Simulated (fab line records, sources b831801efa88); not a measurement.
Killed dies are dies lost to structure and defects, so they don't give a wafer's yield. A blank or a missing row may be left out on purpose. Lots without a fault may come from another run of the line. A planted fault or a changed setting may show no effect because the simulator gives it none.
Which tool did it? | flow sky130 | 11 lots, 33 wafers sampled, at 3 steps of a route of 708

WHAT THE GAUGES READ, wafer by wafer
SKY_CAPM_THK_MEAS_01. Usual: CAPM_CVD_00_THK 15.61 nm, standard deviation 0.24.
lot  | measured     | on            | CAPM_CVD_00_THK (nm) | flag
L629 | day 35 19:24 | film_metro-01 | 15.27 15.18 15.58    |
L630 | day 36 18:24 | film_metro-02 | 15.07 15.66 15.53    |
L631 | day 37 13:02 | film_metro-02 | 15.02 15.47 15.33    |
L632 | day 37 20:18 | film_metro-04 | 15.20 15.63 15.34    |
L638 | day 39 11:53 | film_metro-02 | 15.76 15.64 16.04    |
L639 | day 39 14:07 | film_metro-04 | 15.49 15.79 15.97    |
L646 | day 41 12:50 | film_metro-01 | 15.34 15.86 15.99    |
L648 | day 42 04:16 | film_metro-02 | 15.79 15.93 15.92    |
L650 | day 42 14:41 | film_metro-02 | 15.38 15.37 15.43    |
L651 | day 42 19:41 | film_metro-02 | 15.69 15.27 15.79    |
L652 | day 43 08:35 | film_metro-04 | 15.38 15.53 15.75    |

WHICH TOOL RAN EACH LOT (tool, then ch and the chambers of the sampled wafers, then the start)
lot  | SKY_METAL2_METAL_ETCH_19          | SKY_METAL3_SPUTTER_02
L629 | rie_metal-04 ch 0,1, day 34 13:31 | pvd_sputter-01, day 35 19:17
L630 | rie_metal-03 ch 0,1, day 35 12:49 | pvd_sputter-03, day 36 18:16
L631 | rie_metal-03 ch 0,1, day 36 07:38 | pvd_sputter-03, day 37 12:53
L632 | rie_metal-01 ch 0,1, day 36 15:20 | pvd_sputter-03, day 37 20:10
L638 | rie_metal-04 ch 0, day 38 08:26   | pvd_sputter-03, day 39 11:46
L639 | rie_metal-03 ch 0,1, day 38 10:19 | pvd_sputter-01, day 39 13:58
L646 | rie_metal-03 ch 0,1, day 40 09:38 | pvd_sputter-01, day 41 12:42
L648 | rie_metal-03 ch 0,1, day 41 01:34 | pvd_sputter-02, day 42 04:08
L650 | rie_metal-03 ch 0,1, day 41 12:01 | pvd_sputter-02, day 42 14:32
L651 | rie_metal-03 ch 0,1, day 41 17:05 | pvd_sputter-03, day 42 19:34
L652 | rie_metal-03 ch 0,1, day 42 06:13 | pvd_sputter-01, day 43 08:27
- SKY_METAL2_METAL_ETCH_19: etches the open film in Cl2/BCl3, stops on SiO2, target depth 360 nm, time 78 s.
- SKY_METAL3_SPUTTER_02: material AlCu, target thk 735 nm, time 39.1 s.

WHAT THE TOOLS THEMSELVES READ (means of the sampled wafers that have a number; where no wafer has one, the mark that the record gives instead)
SKY_METAL2_METAL_ETCH_19. Usual: drypump_motor_current_A 6.1 A, standard deviation 0.47; oes_product_au 0.854 a.u., standard deviation 0.0052; throttle_valve_pct 22.265 %, standard deviation 0.0097.
lot  | tool         | drypump_motor_current_A (A) | oes_product_au (a.u.) | throttle_valve_pct (%) | flag
L629 | rie_metal-04 | 6.1                         | 0.851                 | 22.270                 |
L630 | rie_metal-03 | 6.3                         | 0.849                 | 22.259                 |
L631 | rie_metal-03 | 6.2                         | 0.848                 | 22.269                 |
L632 | rie_metal-01 | 5.4                         | 0.852                 | 22.267                 |
L638 | rie_metal-04 | 5.8                         | 0.852                 | 22.266                 |
L639 | rie_metal-03 | 6.2                         | 0.847                 | 22.265                 |
L646 | rie_metal-03 | 6.2                         | 0.858                 | 22.264                 |
L648 | rie_metal-03 | 6.0                         | 0.855                 | 22.271                 |
L650 | rie_metal-03 | 6.0                         | 0.860                 | 22.270                 |
L651 | rie_metal-03 | 6.3                         | 0.853                 | 22.273                 |
L652 | rie_metal-03 | 6.2                         | 0.852                 | 22.271                 |

SKY_METAL3_SPUTTER_02. Usual: chamber_pressure_pa 0.4001 Pa, standard deviation 0.00082; throttle_valve_pct 29.8 %, standard deviation 1.2.
lot  | tool           | chamber_pressure_pa (Pa) | throttle_valve_pct (%) | flag
L629 | pvd_sputter-01 | 0.3997                   | 30.2                   |
L630 | pvd_sputter-03 | 0.4005                   | 29.2                   |
L631 | pvd_sputter-03 | 0.4007                   | 28.7                   |
L632 | pvd_sputter-03 | 0.4004                   | 29.9                   |
L638 | pvd_sputter-03 | 0.4002                   | 29.5                   |
L639 | pvd_sputter-01 | 0.3997                   | 29.0                   |
L646 | pvd_sputter-01 | 0.3994                   | 30.1                   |
L648 | pvd_sputter-02 | 0.3991                   | 31.0                   |
L650 | pvd_sputter-02 | 0.4006                   | 30.5                   |
L651 | pvd_sputter-03 | 0.4001                   | 29.7                   |
L652 | pvd_sputter-01 | 0.4002                   | 29.5                   |

THE ANSWER, worked out from the rows above alone
Rule: a lot is off if the mean of its wafers that have a number lies more than 3 standard deviations from the usual mean. A lot without any number at a reading at which 4 lots or more have one is off too. The other lots that the step has rows for count as sound. The gauges are gone through in route order, then the tools' own readings, and for those a lot's mean is taken as printed above. The first step at which some lot is off is used, and at that step the reading that is off furthest; a lot without a number counts as furthest.
No lot is off at any reading shown: from this, nothing can be told.

WHAT THE SIMULATOR HAD PUT IN
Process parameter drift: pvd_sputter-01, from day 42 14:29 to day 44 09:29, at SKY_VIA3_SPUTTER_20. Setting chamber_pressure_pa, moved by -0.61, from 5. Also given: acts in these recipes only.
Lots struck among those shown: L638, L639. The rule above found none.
